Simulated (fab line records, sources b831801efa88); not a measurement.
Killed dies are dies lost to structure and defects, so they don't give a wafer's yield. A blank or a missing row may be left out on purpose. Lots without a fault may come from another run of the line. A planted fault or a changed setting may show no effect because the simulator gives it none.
fab line records | flow sky130
record lots=7 wafers=21 last_day=50
route steps=708 shown METAL3@536 CAPM@537
lots that met no fault: from a run of the same line without faults
start_h: hours from the record's first day to the start of the lot's first wafer shown | wait_h: hours since the lot's step before | " the same as in the row above | L1.1+2: a row that stands for several wafers | - no value, or no start given | * or withheld: withheld | < > ~ a bound
route shown NAME@n: a module of which the file shows steps, and the number in the route of the first | usual: mean/standard deviation of fault-free wafers | same: alike in all rows | chamber/n: place in a boat | sites: the reading at each site | _std_site: their standard deviation | _edge_site: outer sites' mean less inner sites' | radius_mm: how far each site lies from the wafer's centre | mask NAME#n: copy n | behind: the tool/chamber that last shaped the wafer | hold: why the lot was held/for how many hours/how that ended | device: the transistor (n, p or np) that didn't switch | end of line: the same wafers' tests at the end of the route | a step without rows: its recipe alone | killed: dies lost to structure and defects at the first sort, not the wafer's yield | map: a wafer's dies, x killed, . not, _ none there
set.NAME: the setting as run; set.NAME@STEP: as run at that earlier step | model.NAME: the simulator's own value behind a step, which no gauge read
lots at some steps of the route; a table a step, a row a wafer
services: from which hour (start_h, from the record's first day; less than 0 if before it) a tool's chamber was out of use, for how many hours, and why
## steps
# step SKY_METAL3_SPUTTER_04
# recipe material=TiN target_thk_nm=70 power_w=6500 time_s=58.3 chamber_pressure_pa=0.4
# usual throttle_valve_pct=29.8/0.81
# columns lot.wafer tool chamber start_h wait_h throttle_valve_pct
L872.1 pvd_sputter-03 - 951.77 0.0 31.3
L872.3 " - " " 28.7
L872.6 " - " " 28.5
L879.3 pvd_sputter-01 - 986.72 0.0 30.6
L879.5 " - " " 28.9
L879.6 " - " " 29.7
L882.1 pvd_sputter-01 - 988.85 0.0 29.7
L882.5 " - " " 29.7
L882.6 " - " " 29.6
L881.1 pvd_sputter-01 - 993.57 0.0 28.9
L881.4 " - " " 30.5
L881.6 " - " " 30.2
L886.1 pvd_sputter-01 - 1006.23 0.0 29.9
L886.2 " - " " 29.9
L886.3 " - " " 28.9
L885.1 pvd_sputter-01 - 1010.30 0.0 29.7
L885.4 " - " " 29.5
L885.6 " - " " 29.6
L887.2 pvd_sputter-01 - 1015.42 0.0 28.8
L887.3 " - " " 30.5
L887.6 " - " " 29.7
# step SKY_CAPM_CVD_00
# recipe material=SiO2 target_thk_nm=15.5 temp_c=400 time_s=withheld rf_w=450
# usual heater_power_w=707/110
# columns lot.wafer tool chamber start_h wait_h heater_power_w
L872.1 pecvd-01 0 951.82 0.0 879
L872.3 " 1 " " 781
L872.6 " 1 " " 766
L879.3 pecvd-02 0 986.77 0.0 779
L879.5 " 0 " " 773
L879.6 " 2 " " 821
L882.1 pecvd-01 2 988.90 0.0 808
L882.5 " 2 " " 808
L882.6 " 1 " " 734
L881.1 pecvd-02 1 993.62 0.0 548
L881.4 " 1 " " 535
L881.6 " 0 " " 692
L886.1 pecvd-01 1 1006.28 0.0 802
L886.2 " 2 " " 782
L886.3 " 0 " " 875
L885.1 pecvd-03 2 1010.35 0.0 616
L885.4 " 2 " " 633
L885.6 " 2 " " 625
L887.2 pecvd-02 2 1015.47 0.0 842
L887.3 " 0 " " 822
L887.6 " 0 " " 818
# step SKY_CAPM_THK_MEAS_01
# recipe reads=SiO2_of_CAPM_CVD_00
# usual CAPM_CVD_00_THK=15.47/0.19
# columns lot.wafer tool chamber start_h wait_h CAPM_CVD_00_THK[nm]
L872.1 film_metro-02 - 951.85 - 15.46
L872.3 " - " " 15.52
L872.6 " - " " 15.59
L879.3 film_metro-01 - 986.81 - 15.65
L879.5 " - " " 15.65
L879.6 " - " " 15.80
L882.1 film_metro-04 - 988.92 - 15.18
L882.5 " - " " 15.65
L882.6 " - " " 15.47
L881.1 film_metro-04 - 993.64 - 15.40
L881.4 " - " " 15.54
L881.6 " - " " 15.56
L886.1 film_metro-04 - 1006.30 - 15.70
L886.2 " - " " 15.65
L886.3 " - " " 15.45
L885.1 film_metro-04 - 1010.38 - 15.22
L885.4 " - " " 15.43
L885.6 " - " " 15.37
L887.2 film_metro-04 - 1015.50 - 15.31
L887.3 " - " " 15.26
L887.6 " - " " 15.58
# step SKY_CAPM_SPUTTER_02
# recipe material=TiN target_thk_nm=200 temp_c=300 power_w=6500 time_s=166.7 chamber_pressure_pa=0.4068
# usual throttle_valve_pct=30.3/0.88
# columns lot.wafer tool chamber start_h wait_h throttle_valve_pct
L872.1 pvd_sputter-04 - 951.91 0.1 30.3
L872.3 " - " " 31.2
L872.6 " - " " 30.9
L879.3 pvd_sputter-04 - 986.85 0.0 31.3
L879.5 " - " " 30.8
L879.6 " - " " 30.6
L882.1 pvd_sputter-02 - 988.98 0.1 30.8
L882.5 " - " " 30.9
L882.6 " - " " 30.4
L881.1 pvd_sputter-02 - 993.70 0.1 30.9
L881.4 " - " " 31.0
L881.6 " - " " 29.9
L886.1 pvd_sputter-04 - 1006.36 0.1 31.2
L886.2 " - " " 30.7
L886.3 " - " " 31.4
L885.1 pvd_sputter-02 - 1010.44 0.1 30.0
L885.4 " - " " 31.1
L885.6 " - " " 30.9
L887.2 pvd_sputter-03 - 1015.55 0.0 29.8
L887.3 " - " " 31.0
L887.6 " - " " 31.0
# step SKY_CAPM_RS_MEAS_03
# recipe thk_meas_gauge=four-point-probe reads=TiN_of_CAPM_SPUTTER_02
# usual CAPM_TIN_RS=6.93/0.066
# columns lot.wafer tool chamber start_h wait_h CAPM_TIN_RS[ohm/sq]
L872.1 film_metro-01 - 952.02 0.1 6.96
L872.3 " - " " 6.94
L872.6 " - " " 6.94
L879.3 film_metro-04 - 987.00 0.1 6.85
L879.5 " - " " 6.92
L879.6 " - " " 6.92
L882.1 film_metro-01 - 989.09 0.1 6.92
L882.5 " - " " 6.97
L882.6 " - " " 6.89
L881.1 film_metro-02 - 993.81 0.1 6.86
L881.4 " - " " 6.84
L881.6 " - " " 6.82
L886.1 film_metro-02 - 1006.47 0.1 6.93
L886.2 " - " " 6.96
L886.3 " - " " 6.92
L885.1 film_metro-02 - 1010.55 0.1 6.96
L885.4 " - " " 6.99
L885.6 " - " " 7.00
L887.2 film_metro-04 - 1015.68 0.1 6.94
L887.3 " - " " 6.90
L887.6 " - " " 6.93
# step SKY_CAPM_THK_MEAS_04
# recipe thk_meas_gauge=xrf reads=TiN_of_CAPM_SPUTTER_02
# usual CAPM_TIN_THK=198.4/1.9
# columns lot.wafer tool chamber start_h wait_h CAPM_TIN_THK[nm]
L872.1 film_metro-01 - 952.14 0.1 199.2
L872.3 " - " " 198.9
L872.6 " - " " 199.2
L879.3 film_metro-04 - 987.10 0.1 199.7
L879.5 " - " " 197.8
L879.6 " - " " 196.7
L882.1 film_metro-01 - 989.21 0.1 199.6
L882.5 " - " " 196.7
L882.6 " - " " 200.8
L881.1 film_metro-02 - 993.93 0.1 200.3
L881.4 " - " " 201.2
L881.6 " - " " 201.2
L886.1 film_metro-02 - 1006.59 0.1 198.2
L886.2 " - " " 197.9
L886.3 " - " " 198.6
L885.1 film_metro-02 - 1010.67 0.1 197.9
L885.4 " - " " 196.7
L885.6 " - " " 197.0
L887.2 film_metro-04 - 1015.79 0.1 197.9
L887.3 " - " " 199.5
L887.6 " - " " 199.0
# step SKY_CAPM_DEHYDRATE_05
# recipe temp_c=200 time_s=60
# step SKY_CAPM_HMDS_06
# recipe prime_time_s=60 prime_temp_c=120
# step SKY_CAPM_COAT_07
# recipe resist=NOVOLAK spin_rpm=3000 resist_thk_nm=1140
# step SKY_CAPM_SOFTBAKE_08
# recipe temp_c=90 time_s=60 resist=NOVOLAK
# step SKY_CAPM_EXPOSE_09
# recipe mask_id=CAPM na=0.6 source_shape=conventional sigma_outer=0.6 polarization=unpolarized target_cd_nm=1000 dose_mj=159
# step SKY_CAPM_PEB_10
# recipe temp_c=withheld time_s=* resist=NOVOLAK
# step SKY_CAPM_DEVELOP_11
# recipe resist=NOVOLAK developer=TMAH develop_time_s=60 dev_temp_c=23
# usual chill_plate_temp_C=23.02/0.1 develop_time_s=60/0
# columns lot.wafer tool chamber start_h wait_h chill_plate_temp_C develop_time_s
L872.1 litho_track-01 0 974.88 0.1 22.84 60
L872.3 " 0 " " 22.86 60
L872.6 " 0 " " 22.90 60
L879.3 litho_track-04 - 1009.90 0.1 - -
L879.5 " - " " - -
L879.6 " - " " - -
L882.1 litho_track-03 - 1011.81 0.1 - -
L882.5 " - " " - -
L882.6 " - " " - -
L881.1 litho_track-01 - 1016.78 0.1 - -
L881.4 " - " " - -
L881.6 " - " " - -
L886.1 litho_track-04 0 1029.40 0.1 22.94 60
L886.2 " 0 " " 22.93 60
L886.3 " 0 " " 22.71 60
L885.1 litho_track-04 0 1033.15 0.1 22.96 60
L885.4 " 0 " " 23.05 60
L885.6 " 0 " " 22.93 60
L887.2 litho_track-04 0 1038.22 0.1 23.12 60
L887.3 " 0 " " 23.18 60
L887.6 " 0 " " 23.01 60
# step SKY_CAPM_OVL_MEAS_12
# usual CAPM_OVL=-0.9/1.5
# columns lot.wafer tool chamber start_h wait_h CAPM_OVL[nm]
L872.1 overlay-01 - 975.03 0.1 -1.7
L872.3 " - " " -1.0
L872.6 " - " " -0.8
L879.3 overlay-02 - 1010.01 0.1 -
L879.5 " - " " -
L879.6 " - " " -
L882.1 overlay-01 - 1011.96 0.1 -
L882.5 " - " " -
L882.6 " - " " -
L881.1 overlay-02 - 1016.93 0.1 -
L881.4 " - " " -
L881.6 " - " " -
L886.1 overlay-01 - 1029.55 0.1 -1.8
L886.2 " - " " -1.6
L886.3 " - " " -2.3
L885.1 overlay-02 - 1033.30 0.1 -1.7
L885.4 " - " " -3.8
L885.6 " - " " -2.6
L887.2 overlay-02 - 1038.35 0.1 -1.4
L887.3 " - " " 0.5
L887.6 " - " " 0.1
## services
# columns tool chamber start_h hours kind
pvd_sputter-02 - 940.01 12.7 repair
pvd_sputter-04 - 942.93 7.2 repair
pecvd-01 2 948.45 9.8 repair
pecvd-02 2 951.64 25.8 repair
pecvd-01 - 955.76 14.6 pm
pecvd-02 - 965.75 5.5 pm
pecvd-03 2 966.89 16.5 scheduled_down
pecvd-01 1 977.17 6.0 repair
pecvd-01 0 992.61 5.0 scheduled_down
pecvd-01 - 992.96 1.0 repair
pecvd-02 0 993.74 - calibration
pvd_sputter-04 - 999.38 3.8 repair
pecvd-03 1 1004.86 2.1 scheduled_down
pecvd-03 1 1006.99 - clean
pecvd-03 1 1006.99 - consumable_replace:showerhead
pecvd-03 1 1006.99 29.0 scheduled_down
pecvd-03 1 1006.99 29.0 vent_cycle
pecvd-03 - 1013.75 1.8 repair
pvd_sputter-03 - 1016.93 3.4 repair
pecvd-01 - 1024.26 0.3 repair
pecvd-02 - 1028.35 1.1 repair
pecvd-01 0 1034.25 5.5 scheduled_down
## key
first_sign step=SKY_CAPM_DEVELOP_11 reading=tool_record direction=missing
effect none on later readings
met_at SKY_CAPM_DEVELOP_11
struck_wafers L879.3,L879.5,L879.6,L881.1,L881.4,L881.6,L882.1,L882.5,L882.6
later_rows_left_out L879.3,L879.5,L879.6,L881.1,L881.4,L881.6,L882.1,L882.5,L882.6
sort_left_out L879.3,L879.5,L879.6,L881.1,L881.4,L881.6,L882.1,L882.5,L882.6
onset_between 974.88 1009.90
fault kind=skipped_step_whole tool=litho_track-01,litho_track-03,litho_track-04 chamber=- onset_h=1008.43 steps=SKY_CAPM_DEVELOP_11 scope=struck_lots_only
# sort_left_out: the simulated sort isn't trusted on such a fault, so these wafers' sort isn't shown, and their yield isn't known
# later_rows_left_out: the simulator's readings of these wafers behind a module that went badly wrong aren't trusted and aren't shown, but for the sort
